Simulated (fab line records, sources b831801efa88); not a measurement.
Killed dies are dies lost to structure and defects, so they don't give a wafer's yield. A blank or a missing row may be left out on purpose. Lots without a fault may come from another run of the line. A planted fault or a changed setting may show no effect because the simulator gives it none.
Chamber matching | flow gf180mcu | GF_CONTACT_CMP_04 on cmp-01: 4 sister chambers
The step polishes SiO2. 16 wafers are shown with their chamber, then 8 later ones without.

WAFERS WITH THEIR CHAMBER
wafer  | chamber | motor_current_A (A) | time_to_endpoint_s (s)
L487.1 | 1       | 12.3                | 105
L487.5 | 1       | 11.4                | 111
L487.6 | 2       | 10.5                | 101
L488.1 | 0       | 12.1                | 112
L488.2 | 1       | 11.5                | 109
L488.4 | 2       | 10.2                | 107
L491.1 | 0       | 12.0                | 111
L491.3 | 3       | 13.7                | 110
L491.4 | 1       | 12.2                | 114
L493.2 | 3       | 13.3                | 115
L493.5 | 1       | 12.1                | 112
L493.6 | 0       | 12.6                | 117
L492.1 | 0       | 12.1                | 108
L492.3 | 2       | 10.6                | 99
L492.4 | 3       | 12.7                | 108
L494.2 | 3       | 13.4                | 116

SIGNATURES (means of the wafers above)
reading            | chamber 0 | chamber 1 | chamber 2 | chamber 3 | scatter within a chamber
motor_current_A    | 12.200    | 11.900    | 10.433    | 13.275    | 0.358
time_to_endpoint_s | 112.00    | 110.20    | 102.33    | 112.25    | 3.74
Rule: a wafer's distance from a chamber is the root of the sum, over the readings, of the square of ((its reading less the chamber's mean) divided by the reading's scatter). The wafer belongs to the nearest chamber; if the next one is less than 2 further off, it can't be placed. The scatter: the root of (the sum of the squares of (reading less its chamber's mean) over the shown wafers, divided by (wafers less chambers)).

WAFERS WITHOUT THEIR CHAMBER
wafer  | motor_current_A (A) | time_to_endpoint_s (s)
L494.3 | 10.2                | 105
L494.5 | 12.1                | 122
L503.1 | 10.3                | 109
L503.4 | 13.5                | 117
L503.6 | 12.5                | 113
L509.1 | 12.5                | 105
L509.4 | 10.3                | 108
L509.5 | 12.0                | 120

WHICH CHAMBER EACH WENT THROUGH
wafer  | from the rows above          | in truth
L494.3 | 2                            | 2
L494.5 | can't be placed: 0 or 1 or 3 | 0
L503.1 | 2                            | 2
L503.4 | 3                            | 3
L503.6 | can't be placed: 0 or 1 or 3 | 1
L509.1 | can't be placed: 0 or 1 or 3 | 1
L509.4 | 2                            | 2
L509.5 | can't be placed: 0 or 1 or 3 | 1
Placed correctly: 4 of 8. Can't be placed from these rows: 4 (the true chamber is among the candidates in 4). Placed wrongly: 0.
